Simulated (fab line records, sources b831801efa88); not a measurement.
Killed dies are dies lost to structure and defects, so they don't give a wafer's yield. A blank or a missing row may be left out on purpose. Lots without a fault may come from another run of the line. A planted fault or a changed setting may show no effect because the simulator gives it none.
fab line records | flow sky130
record lots=14 wafers=42 last_day=50
route steps=708 shown LDD_P@263 LDD_HVP@285 LDD_LDN@295
lots that met no fault: from a run of the same line without faults
start_h: hours from the record's first day to the start of the lot's first wafer shown | wait_h: hours since the lot's step before | " the same as in the row above | L1.1+2: a row that stands for several wafers | - no value, or no start given | * or withheld: withheld | < > ~ a bound
route shown NAME@n: a module of which the file shows steps, and the number in the route of the first | usual: mean/standard deviation of fault-free wafers | same: alike in all rows | chamber/n: place in a boat | sites: the reading at each site | _std_site: their standard deviation | _edge_site: outer sites' mean less inner sites' | radius_mm: how far each site lies from the wafer's centre | mask NAME#n: copy n | behind: the tool/chamber that last shaped the wafer | hold: why the lot was held/for how many hours/how that ended | device: the transistor (n, p or np) that didn't switch | end of line: the same wafers' tests at the end of the route | a step without rows: its recipe alone | killed: dies lost to structure and defects at the first sort, not the wafer's yield | map: a wafer's dies, x killed, . not, _ none there
set.NAME: the setting as run; set.NAME@STEP: as run at that earlier step | model.NAME: the simulator's own value behind a step, which no gauge read
steps of the route over a sample of lots; a table a step, a row a wafer
services: from which hour (start_h, from the record's first day; less than 0 if before it) a tool's chamber was out of use, for how many hours, and why
## steps
# step SKY_LDD_P_OVL_MEAS_08
# usual LDD_P_OVL=0.0/1.5
# columns lot.wafer tool chamber start_h wait_h LDD_P_OVL[nm]
L969.1 overlay-02 - 426.53 0.1 0.3
L969.3 " - " " -0.2
L969.6 " - " " 0.7
L970.2 overlay-02 - 436.23 0.1 0.0
L970.3 " - " " -1.2
L970.4 " - " " 0.3
L971.1 overlay-02 - 451.23 0.1 0.4
L971.3 " - " " 0.3
L971.5 " - " " 0.0
L972.1 overlay-02 - 459.13 0.1 -2.1
L972.2 " - " " 0.5
L972.3 " - " " -0.8
L973.2 overlay-01 - 465.94 0.1 -0.2
L973.5 " - " " 0.0
L973.6 " - " " 1.4
L974.2 overlay-01 - 475.08 0.1 1.5
L974.5 " - " " -0.4
L974.6 " - " " -0.4
L975.2 overlay-02 - 491.93 0.1 2.8
L975.4 " - " " 1.8
L975.6 " - " " 1.5
L977.2 overlay-02 - 512.94 0.1 -1.6
L977.4 " - " " -2.2
L977.6 " - " " -2.6
L978.1 overlay-02 - 518.58 0.1 -1.1
L978.3 " - " " -1.2
L978.5 " - " " -2.4
L979.1 overlay-01 - 531.38 0.1 1.3
L979.5 " - " " 1.4
L979.6 " - " " -1.6
L981.1 overlay-01 - 548.08 0.1 -1.7
L981.4 " - " " -0.3
L981.5 " - " " 1.8
L986.1 overlay-01 - 584.53 0.1 0.8
L986.4 " - " " 1.5
L986.5 " - " " 2.2
L990.1 overlay-01 - 635.33 0.1 -0.5
L990.4 " - " " -1.0
L990.5 " - " " 1.9
L991.1 overlay-02 - 637.13 0.1 0.6
L991.3 " - " " 0.1
L991.6 " - " " -0.1
# step SKY_LDD_HVP_OVL_MEAS_07
# usual LDD_HVP_OVL=0.4/1.5
# columns lot.wafer tool chamber start_h wait_h LDD_HVP_OVL[nm]
L969.1 overlay-02 - 489.67 0.1 0.2
L969.3 " - " " 0.2
L969.6 " - " " 0.1
L970.2 overlay-02 - 498.47 0.1 0.9
L970.3 " - " " 1.9
L970.4 " - " " 2.5
L971.1 overlay-01 - 512.67 0.1 -0.5
L971.3 " - " " -0.3
L971.5 " - " " 1.2
L972.1 overlay-02 - 522.41 0.1 -0.5
L972.2 " - " " 2.6
L972.3 " - " " 1.8
L973.2 overlay-02 - 527.26 0.1 0.2
L973.5 " - " " -1.6
L973.6 " - " " -1.7
L974.2 overlay-01 - 538.31 0.1 0.1
L974.5 " - " " 0.5
L974.6 " - " " -0.5
L975.2 overlay-02 - 553.72 0.1 1.3
L975.4 " - " " 1.3
L975.6 " - " " 0.0
L977.2 overlay-02 - 574.52 0.1 0.7
L977.4 " - " " 0.2
L977.6 " - " " 1.7
L978.1 overlay-01 - 580.61 0.1 -0.4
L978.3 " - " " -0.6
L978.5 " - " " -1.3
L979.1 overlay-01 - 592.31 0.1 -0.8
L979.5 " - " " 0.4
L979.6 " - " " -0.9
L981.1 overlay-02 - 608.62 0.1 -2.2
L981.4 " - " " -1.4
L981.5 " - " " 1.8
L986.1 overlay-01 - 644.16 0.1 0.2
L986.4 " - " " 0.1
L986.5 " - " " 0.4
L990.1 overlay-01 - 692.76 0.1 3.9
L990.4 " - " " 0.5
L990.5 " - " " 2.5
L991.1 overlay-02 - 693.86 0.1 3.6
L991.3 " - " " 4.6
L991.6 " - " " 4.4
# step SKY_LDD_LDN_DEVELOP_06
# recipe resist=NOVOLAK developer=TMAH develop_time_s=60 dev_temp_c=23
# usual developer_temp_C=23.01/0.099
# columns lot.wafer tool chamber start_h wait_h developer_temp_C
L969.1 litho_track-03 0 520.36 0.1 23.04
L969.3 " 0 " " 23.11
L969.6 " 0 " " 23.15
L970.2 litho_track-02 0 529.29 0.1 23.09
L970.3 " 0 " " 23.20
L970.4 " 0 " " 23.00
L971.1 litho_track-04 0 543.46 0.1 22.93
L971.3 " 0 " " 22.96
L971.5 " 0 " " 23.01
L972.1 litho_track-03 0 552.91 0.1 22.92
L972.2 " 0 " " 22.96
L972.3 " 0 " " 22.96
L973.2 litho_track-02 0 558.19 0.1 22.96
L973.5 " 0 " " 23.09
L973.6 " 0 " " 22.99
L974.2 litho_track-04 0 568.94 0.1 22.97
L974.5 " 0 " " 22.83
L974.6 " 0 " " 23.01
L975.2 litho_track-03 0 584.03 0.1 22.96
L975.4 " 0 " " 22.91
L975.6 " 0 " " 22.95
L977.2 litho_track-03 0 604.53 0.1 23.03
L977.4 " 0 " " 22.83
L977.6 " 0 " " 22.88
L978.1 litho_track-04 0 610.51 0.1 23.03
L978.3 " 0 " " 23.14
L978.5 " 0 " " 23.02
L979.1 litho_track-03 0 621.71 0.1 23.12
L979.5 " 0 " " 23.01
L979.6 " 0 " " 22.94
L981.1 litho_track-03 0 637.71 0.1 23.00
L981.4 " 0 " " 23.07
L981.5 " 0 " " 23.04
L986.1 litho_track-02 0 672.92 0.1 23.05
L986.4 " 0 " " 23.05
L986.5 " 0 " " 23.02
L990.1 litho_track-03 0 720.01 0.1 22.95
L990.4 " 0 " " 22.96
L990.5 " 0 " " 23.07
L991.1 litho_track-04 0 721.21 0.1 23.11
L991.3 " 0 " " 23.17
L991.6 " 0 " " 23.03
# step SKY_LDD_LDN_OVL_MEAS_07
# usual LDD_LDN_OVL=0.1/1.4
# columns lot.wafer tool chamber start_h wait_h LDD_LDN_OVL[nm]
L969.1 overlay-02 - 520.51 0.1 0.2
L969.3 " - " " 0.0
L969.6 " - " " 0.6
L970.2 overlay-01 - 529.42 0.1 2.7
L970.3 " - " " 2.2
L970.4 " - " " 1.4
L971.1 overlay-01 - 543.61 0.1 1.5
L971.3 " - " " 0.5
L971.5 " - " " -1.4
L972.1 overlay-01 - 553.06 0.1 1.2
L972.2 " - " " 0.6
L972.3 " - " " 0.6
L973.2 overlay-02 - 558.32 0.1 -1.5
L973.5 " - " " -1.3
L973.6 " - " " -2.4
L974.2 overlay-02 - 569.07 0.1 -0.8
L974.5 " - " " -2.0
L974.6 " - " " -0.1
L975.2 overlay-02 - 584.17 0.1 -0.8
L975.4 " - " " 0.4
L975.6 " - " " -0.2
L977.2 overlay-02 - 604.67 0.1 1.0
L977.4 " - " " 1.4
L977.6 " - " " 2.1
L978.1 overlay-01 - 610.66 0.1 -2.6
L978.3 " - " " -1.7
L978.5 " - " " -2.5
L979.1 overlay-01 - 621.86 0.1 0.5
L979.5 " - " " 1.2
L979.6 " - " " 0.2
L981.1 overlay-02 - 637.86 0.1 0.7
L981.4 " - " " -0.1
L981.5 " - " " 3.0
L986.1 overlay-01 - 673.07 0.1 0.4
L986.4 " - " " 0.3
L986.5 " - " " -0.2
L990.1 overlay-01 - 720.16 0.1 -0.3
L990.4 " - " " -0.9
L990.5 " - " " -1.2
L991.1 overlay-01 - 721.36 0.1 1.6
L991.3 " - " " -0.6
L991.6 " - " " -0.9
# step SKY_LDD_LDN_TW_MEAS_13
# usual LDD_LDN_TW=1483/7.3
# columns lot.wafer tool chamber start_h wait_h LDD_LDN_TW
L969.1 film_metro-01 - 524.63 0.1 1474
L969.3 " - " " 1475
L969.6 " - " " 1487
L970.2 film_metro-04 - 530.16 0.1 1477
L970.3 " - " " 1488
L970.4 " - " " 1473
L971.1 film_metro-02 - 544.35 0.1 1490
L971.3 " - " " 1500
L971.5 " - " " 1488
L972.1 film_metro-04 - 553.80 0.1 1490
L972.2 " - " " 1487
L972.3 " - " " 1486
L973.2 film_metro-04 - 559.06 0.1 1493
L973.5 " - " " 1487
L973.6 " - " " 1484
L974.2 film_metro-01 - 569.81 0.1 1488
L974.5 " - " " 1492
L974.6 " - " " 1485
L975.2 film_metro-02 - 584.91 0.1 1478
L975.4 " - " " 1486
L975.6 " - " " 1482
L977.2 film_metro-04 - 605.41 0.1 1476
L977.4 " - " " 1477
L977.6 " - " " 1471
L978.1 film_metro-02 - 611.40 0.1 1475
L978.3 " - " " 1480
L978.5 " - " " 1483
L979.1 film_metro-04 - 622.60 0.1 1428
L979.5 " - " " 1477
L979.6 " - " " 1431
L981.1 film_metro-01 - 638.60 0.1 1439
L981.4 " - " " 1479
L981.5 " - " " 1489
L986.1 film_metro-02 - 673.80 0.1 1480
L986.4 " - " " 1479
L986.5 " - " " 1478
L990.1 film_metro-01 - 720.90 0.1 1490
L990.4 " - " " 1492
L990.5 " - " " 1484
L991.1 film_metro-01 - 722.10 0.1 1481
L991.3 " - " " 1492
L991.6 " - " " 1488
## services
# columns tool chamber start_h hours kind
litho_track-04 - 525.18 - consumable_replace:filter
litho_track-03 - 679.54 - consumable_replace:filter
## key
first_sign step=SKY_LDD_LDN_TW_MEAS_13 reading=LDD_LDN_TW direction=down sigmas=6.9 usual=1483 struck=1433
effect none on later readings
met_at SKY_LDD_LDN_DEVELOP_06
struck_lots L979,L981
struck_wafers L979.1,L979.6,L981.1
sort_left_out L979.1,L979.6,L981.1
tester_left_out L979,L981
not_acting_at SKY_LDD_P_OVL_MEAS_08,SKY_LDD_HVP_OVL_MEAS_07,SKY_LDD_LDN_OVL_MEAS_07
onset_between 604.53 621.71
fault kind=process_parameter_drift tool=litho_track-03 chamber=- onset_h=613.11 steps=SKY_LDD_LDN_DEVELOP_06 channel=develop_time_s offset=* shape=step end_h=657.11 scope=struck_wafers_only acts_in=* stated=*
# tester_left_out: of these lots the tester's yield and bins aren't shown, on N5 and GAA mostly nor the transistor test; their killed dies are dies lost to structure and defects alone, not to doping, threshold or leakage, so they don't give the yield
# sort_left_out: the simulated sort isn't trusted on such a fault, so these wafers' sort isn't shown, and their yield isn't known
